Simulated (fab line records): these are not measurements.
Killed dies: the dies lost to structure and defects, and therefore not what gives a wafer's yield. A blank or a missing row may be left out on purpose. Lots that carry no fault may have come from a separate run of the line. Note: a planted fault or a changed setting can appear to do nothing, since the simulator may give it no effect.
Which tool was responsible? | flow gf180mcu | 21 wafers from 7 lots sampled at 2 of the route's 602 steps

## WHAT EACH GAUGE READ, for each wafer
GF_HV_LDD_THK_MEAS_57.
lot  | measured     | on           | HV_LDD_CVD_56_THK (nm)
L882 | day 13 06:53 | filmMetro-04 | 89.7 89.3 90.1
L884 | day 13 18:37 | filmMetro-01 | 89.6 89.2 88.4
L886 | day 14 09:04 | filmMetro-02 | 90.7 89.6 90.3
L895 | day 17 17:26 | filmMetro-01 | 88.8 87.6 87.8
L897 | day 18 13:22 | filmMetro-01 | 91.0 89.9 90.7
L901 | day 19 11:58 | filmMetro-01 | 89.9 90.5 90.1
L903 | day 20 09:42 | filmMetro-02 | 90.4 89.9 89.3

## EACH LOT AND THE TOOL THAT RAN IT (in order: tool; ch and the chambers of the sampled wafers; start)
lot  | GF_VT_IMPLANT_IMPLANT_19
L882 | implanter-02 ch 0, day 6 22:10
L884 | implanter-04 ch 0, day 7 07:41
L886 | implanter-02 ch 0, day 7 18:53
L895 | implanter-04 ch 0, day 10 06:07
L897 | implanter-03 ch 0, day 10 19:53
L901 | implanter-02 ch 0, day 11 18:05
L903 | implanter-02 ch 0, day 12 11:08
- GF_VT_IMPLANT_IMPLANT_19

## THE ANSWER, worked out from the rows above alone
Rule: what is usual is taken from the lots themselves. Put in order of their means at a reading, lots are off if they are a third of the lots or fewer, leave a main group of 4 or more, and stand apart from it by a gap of 3 or more times the standard deviation of the main group's means; of several such gaps the widest counts. The tables above print the reading to a certain number of digits; a main group whose means all agree to those digits is not used. A lot without any number at a reading at which 4 lots or more have one is off too. The other lots that the step has rows for count as sound.
No lot is off on any of the readings shown, so nothing can be concluded from this.

## WHAT WAS PUT IN BY THE SIMULATOR
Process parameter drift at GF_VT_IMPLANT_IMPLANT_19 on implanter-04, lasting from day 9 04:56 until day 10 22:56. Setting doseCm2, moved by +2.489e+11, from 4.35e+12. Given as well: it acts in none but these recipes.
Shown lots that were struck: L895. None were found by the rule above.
